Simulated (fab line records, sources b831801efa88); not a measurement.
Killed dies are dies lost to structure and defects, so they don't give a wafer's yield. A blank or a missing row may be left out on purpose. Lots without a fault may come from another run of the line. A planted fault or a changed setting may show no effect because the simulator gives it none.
Which tool did it? | flow sfq_line | 15 lots, 45 wafers sampled, at 4 steps of a route of 325

WHAT THE GAUGES READ, wafer by wafer
SFQ_I2_BOW_MEAS_917. Usual: I2_BOW 4 um, standard deviation 9.9.
lot  | measured     | on            | I2_BOW (um) | flag
L145 | day 19 20:52 | film_metro-01 | 4 10 -5     |
L146 | day 20 10:39 | film_metro-02 | -3 4 7      |
L147 | day 20 20:53 | film_metro-03 | 7 -4 -6     |
L151 | day 22 08:45 | film_metro-01 | -9 -6 -10   |
L153 | day 23 06:46 | film_metro-01 | 23 9 18     |
L154 | day 24 18:47 | film_metro-02 | 0 11 -1     |
L155 | day 25 00:46 | film_metro-02 | 15 3 21     |
L156 | day 25 06:49 | film_metro-03 | 7 14 14     |
L160 | day 26 09:47 | film_metro-02 | 8 16 11     |
L162 | day 27 00:46 | film_metro-01 | 10 0 13     |
L163 | day 27 09:47 | film_metro-02 | -12 18 3    |
L164 | day 27 12:49 | film_metro-02 | 6 -6 -1     |
L165 | day 27 17:41 | film_metro-01 | 0 1 4       |
L167 | day 28 06:46 | film_metro-01 | 1 3 -13     |
L168 | day 28 11:41 | film_metro-03 | 16 10 3     |

SFQ_I3_OVL_MEAS_923. Usual: I3_OVL -1 nm, standard deviation 4.8.
lot  | measured     | on         | I3_OVL (nm) | flag
L145 | day 30 00:13 | overlay-01 | -3 3 -2     |
L146 | day 30 09:48 | overlay-01 | 0 -5 3      |
L147 | day 30 19:24 | overlay-01 | -6 -2 -7    |
L151 | day 32 13:04 | overlay-02 | 2 -3 -5     |
L153 | day 34 00:25 | overlay-01 | 2 2 6       |
L154 | day 35 13:37 | overlay-02 | -1 -2 -4    |
L155 | day 35 22:01 | overlay-01 | 7 -1 -1     |
L156 | day 36 04:01 | overlay-02 | -3 -2 -2    |
L160 | day 38 19:55 | overlay-02 | 2 0 -3      |
L162 | day 39 19:22 | overlay-02 | -5 0 -8     |
L163 | day 40 07:22 | overlay-02 | 6 9 8       |
L164 | day 40 14:35 | overlay-02 | 5 0 1       |
L165 | day 40 21:46 | overlay-02 | -6 -4 -2    |
L167 | day 41 06:10 | overlay-02 | 1 2 0       |
L168 | day 41 08:34 | overlay-02 | -8 -8 -8    |

WHICH TOOL RAN EACH LOT (tool, then ch and the chambers of the sampled wafers, then the start)
lot  | SFQ_TRILAYER_I3_DEP_PECVD_081   | SFQ_TRILAYER_I3_METRO_MEASURE_083
L145 | pecvd-03 ch 0,2, day 27 16:48   | film_metro-04, day 28 01:04
L146 | pecvd-03 ch 0,1,2, day 28 01:12 | film_metro-04, day 28 08:48
L147 | pecvd-04 ch 0,1, day 28 08:24   | film_metro-04, day 28 17:48
L151 | pecvd-01 ch 0,1, day 29 15:36   | film_metro-02, day 30 09:12
L153 | pecvd-01 ch 0,1,2, day 30 15:36 | film_metro-04, day 31 10:47
L154 | pecvd-01 ch 0,1,2, day 32 03:42 | film_metro-04, day 33 02:49
L155 | pecvd-03 ch 0,2, day 32 11:39   | film_metro-04, day 33 11:37
L156 | pecvd-01 ch 0,1,2, day 32 15:17 | film_metro-04, day 33 17:11
L160 | pecvd-04 ch 1,2, day 34 03:50   | film_metro-01, day 35 04:59
L162 | pecvd-04 ch 0,1,2, day 34 20:46 | film_metro-02, day 35 20:41
L163 | pecvd-01 ch 0,1, day 35 01:24   | film_metro-02, day 36 04:59
L164 | pecvd-04 ch 0,1,2, day 35 04:37 | film_metro-02, day 36 09:05
L165 | pecvd-01 ch 1,2, day 35 11:00   | film_metro-01, day 36 13:35
L167 | pecvd-04 ch 1,2, day 35 18:12   | film_metro-01, day 36 19:47
L168 | pecvd-01 ch 0,2, day 35 20:36   | film_metro-04, day 36 22:35
- SFQ_TRILAYER_I3_DEP_PECVD_081: deposits SiO2 from SiH4/N2O, time 111.11 s, target thk 500 nm.
- SFQ_TRILAYER_I3_METRO_MEASURE_083

WHAT THE TOOLS THEMSELVES READ (means of the sampled wafers that have a number; where no wafer has one, the mark that the record gives instead)
SFQ_TRILAYER_I3_DEP_PECVD_081. Usual: chamber_pressure_Torr 2.399 Torr, standard deviation 0.0053; heater_power_outer_w 28 W, standard deviation 9.4; heater_power_w 83 W, standard deviation 18; throttle_valve_pct 24.2 %, standard deviation 1.9.
lot  | tool     | chamber_pressure_Torr (Torr) | heater_power_outer_w (W) | heater_power_w (W) | throttle_valve_pct (%) | flag
L145 | pecvd-03 | 2.402                        | 31                       | 94                 | 28.3                   |
L146 | pecvd-03 | 2.401                        | 36                       | 99                 | 27.2                   |
L147 | pecvd-04 | 2.402                        | 25                       | 82                 | 23.4                   |
L151 | pecvd-01 | 2.397                        | 20                       | 70                 | 23.8                   |
L153 | pecvd-01 | 2.398                        | 30                       | 80                 | 23.4                   |
L154 | pecvd-01 | -                            | -                        | -                  | -                      | OFF
L155 | pecvd-03 | -                            | -                        | -                  | -                      | OFF
L156 | pecvd-01 | -                            | -                        | -                  | -                      | OFF
L160 | pecvd-04 | 2.398                        | 28                       | 86                 | 23.3                   |
L162 | pecvd-04 | 2.405                        | 28                       | 85                 | 23.6                   |
L163 | pecvd-01 | 2.396                        | 19                       | 68                 | 24.0                   |
L164 | pecvd-04 | 2.405                        | 24                       | 80                 | 23.6                   |
L165 | pecvd-01 | 2.397                        | 30                       | 84                 | 22.9                   |
L167 | pecvd-04 | 2.395                        | 34                       | 99                 | 24.2                   |
L168 | pecvd-01 | 2.400                        | 29                       | 77                 | 23.6                   |

THE ANSWER, worked out from the rows above alone
Rule: a lot is off if the mean of its wafers that have a number lies more than 3 standard deviations from the usual mean. A lot without any number at a reading at which 4 lots or more have one is off too. The other lots that the step has rows for count as sound. The gauges are gone through in route order, then the tools' own readings, and for those a lot's mean is taken as printed above. The first step at which some lot is off is used, and at that step the reading that is off furthest; a lot without a number counts as furthest.
Off: L154, L155, L156, at SFQ_TRILAYER_I3_DEP_PECVD_081 (chamber_pressure_Torr). Without a number there: L154, L155, L156.
A tool fits if, at that step or a process step before it, it ran every lot that is off, and no sound lot after the first of them. None of those tried fits.

WHAT THE SIMULATOR HAD PUT IN
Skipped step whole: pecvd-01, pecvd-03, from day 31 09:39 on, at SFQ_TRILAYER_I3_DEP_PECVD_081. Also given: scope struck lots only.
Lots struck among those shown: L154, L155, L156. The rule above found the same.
